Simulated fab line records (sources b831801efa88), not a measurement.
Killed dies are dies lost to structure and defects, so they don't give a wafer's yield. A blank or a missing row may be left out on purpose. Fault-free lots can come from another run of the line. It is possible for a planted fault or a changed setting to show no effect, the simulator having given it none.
What tool caused it? ; flow gf180mcu ; 38 wafers from 13 lots sampled at 4 of the route's 602 steps

WHAT THE GAUGES READ, wafer by wafer
GF_M4_CD_MEAS_14: target cd 280 nm.
lot;measured;on;cdNm (nm)
L506;day 23 09:34;cdSem-02;281.2 281.9 282.0
L510;day 24 19:18;cdSem-01;281.3 280.7 280.2
L512;day 25 15:17;cdSem-01;280.6 280.3 280.0
L513;day 26 03:10;cdSem-01;279.3 279.7 279.9
L514;day 26 14:09;cdSem-01;280.7 280.0 280.1
L516;day 26 19:40;cdSem-02;281.1 281.9 281.7
L517;day 27 11:36;cdSem-02;276.3 276.9 277.1
L519;day 27 17:22;cdSem-01;281.1 280.4 280.2
L520;day 27 20:13;cdSem-02;280.3 280.1 279.6
L521;day 28 12:47;cdSem-01;277.3 275.8 275.7
L522;day 28 15:35;cdSem-01;282.2 281.4
L523;day 29 05:44;cdSem-02;279.4 279.6 279.0
L525;day 29 09:55;cdSem-01;282.6 281.9 281.9

GF_MIM_THK_MEAS_06.
lot;measured;on;MIM_CVD_05_THK (nm)
L506;day 24 17:53;filmMetro-02;42.4 41.9 42.5
L510;day 25 20:46;filmMetro-04;42.5 42.4 43.1
L512;day 26 16:21;filmMetro-02;42.0 41.9 42.2
L513;day 27 02:46;filmMetro-01;41.7 41.2 41.4
L514;day 27 13:27;filmMetro-02;42.6 42.1 43.4
L516;day 27 19:29;filmMetro-04;41.7 41.6 42.8
L517;day 28 10:59;filmMetro-01;41.5 42.4 42.5
L519;day 28 16:23;filmMetro-04;41.8 42.2 42.1
L520;day 28 18:49;filmMetro-01;41.6 42.3 42.8
L521;day 29 11:09;filmMetro-04;41.7 42.2 42.4
L522;day 29 13:54;filmMetro-02;32.5 33.1 32.6 33.0
L523;day 30 03:53;filmMetro-01;32.9 42.0 42.5 32.8 42.1 42.5
L525;day 30 08:50;filmMetro-01;42.3 32.9 42.9 42.3 32.9 42.8

TOOL THAT RAN EACH LOT (tool first, then ch and the chambers of the sampled wafers, then the start)
lot;GF_V4_SPUTTER_21;GF_MIM_CVD_05
L506;pvdSputter-01, day 24 16:55;pecvd-04 ch 0,2, day 24 17:49
L510;pvdSputter-04, day 25 19:17;pecvd-04 ch 1,2, day 25 20:43
L512;pvdSputter-03, day 26 15:23;pecvd-04 ch 0,1,2, day 26 16:18
L513;pvdSputter-03, day 27 01:49;pecvd-04 ch 0,2, day 27 02:44
L514;pvdSputter-01, day 27 12:30;pecvd-01 ch 0,1,2, day 27 13:25
L516;pvdSputter-04, day 27 18:32;pecvd-04 ch 0,1, day 27 19:27
L517;pvdSputter-03, day 28 10:02;pecvd-01 ch 0,1, day 28 10:56
L519;pvdSputter-04, day 28 15:26;pecvd-01 ch 0,1,2, day 28 16:21
L520;pvdSputter-01, day 28 17:52;pecvd-01 ch 0,1,2, day 28 18:47
L521;pvdSputter-04, day 29 10:11;pecvd-01 ch 1,2, day 29 11:06
L522;pvdSputter-03, day 29 12:57;pecvd-01 ch 0,1, day 29 13:52
L523;pvdSputter-01, day 30 02:51;pecvd-01 ch 0,2, day 30 03:49
L525;pvdSputter-03, day 30 07:23;pecvd-01 ch 0,1, day 30 08:49
- GF_V4_SPUTTER_21: material Ti, target thk 15 nm, time 80.02 s.
- GF_MIM_CVD_05: deposits Si3N4, target thk 42 nm, time 29.086 s.

AS READ BY THE TOOLS THEMSELVES (means over the sampled wafers that have a number; for cases with no such wafer, the mark the record gives instead)
GF_V4_SPUTTER_21.
lot;tool;throttleValvePct (%)
L506;pvdSputter-01;29.8
L510;pvdSputter-04;31.1
L512;pvdSputter-03;29.7
L513;pvdSputter-03;29.7
L514;pvdSputter-01;29.9
L516;pvdSputter-04;30.2
L517;pvdSputter-03;30.0
L519;pvdSputter-04;30.5
L520;pvdSputter-01;29.8
L521;pvdSputter-04;29.8
L522;pvdSputter-03;29.8
L523;pvdSputter-01;29.8
L525;pvdSputter-03;29.9

GF_MIM_CVD_05.
lot;tool;heaterPowerW (W)
L506;pecvd-04;637
L510;pecvd-04;693
L512;pecvd-04;635
L513;pecvd-04;632
L514;pecvd-01;600
L516;pecvd-04;611
L517;pecvd-01;531
L519;pecvd-01;612
L520;pecvd-01;569
L521;pecvd-01;621
L522;pecvd-01;610
L523;pecvd-01;693
L525;pecvd-01;581

THE ANSWER, worked out from the rows above alone
Rule: the lots themselves supply what counts as usual. Put in order of their means at a reading, lots are off if they are a third of the lots or fewer, leave a main group of 4 or more, and stand apart from it by a gap of 3 or more times the standard deviation of the main group's means; of several such gaps the widest counts. Not used: any main group whose means are identical at the precision the tables above print for the reading. A lot without any number at a reading at which 4 lots or more have one is off too. Where the step has rows for the other lots, those lots are counted as sound. The gauges are gone through in route order, then the tools' own readings, and for those a lot's mean is taken as printed above. At the first step where some lot is off, the reading lying furthest off is the one used; lots without a number count as furthest.
Off: L522, L523, L525, seen at GF_MIM_THK_MEAS_06 (MIM_CVD_05_THK). The main group: mean 42.2 nm, standard deviation 0.34.
A tool fits if, at a process step before that reading, it ran every lot that is off, and no sound lot after the first of them. Gauges at GF_MIM_THK_MEAS_06: tried the same way as those tools. One fits: pecvd-01 at GF_MIM_CVD_05. Its last sound lot is L521 (day 29 11:06), its first lot that is off L522 (day 29 13:52): a fault that began between those two fits.

WHAT THE SIMULATOR HAD INSERTED
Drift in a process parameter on pecvd-01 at GF_MIM_CVD_05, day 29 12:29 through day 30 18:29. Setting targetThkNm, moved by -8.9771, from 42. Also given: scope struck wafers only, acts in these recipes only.
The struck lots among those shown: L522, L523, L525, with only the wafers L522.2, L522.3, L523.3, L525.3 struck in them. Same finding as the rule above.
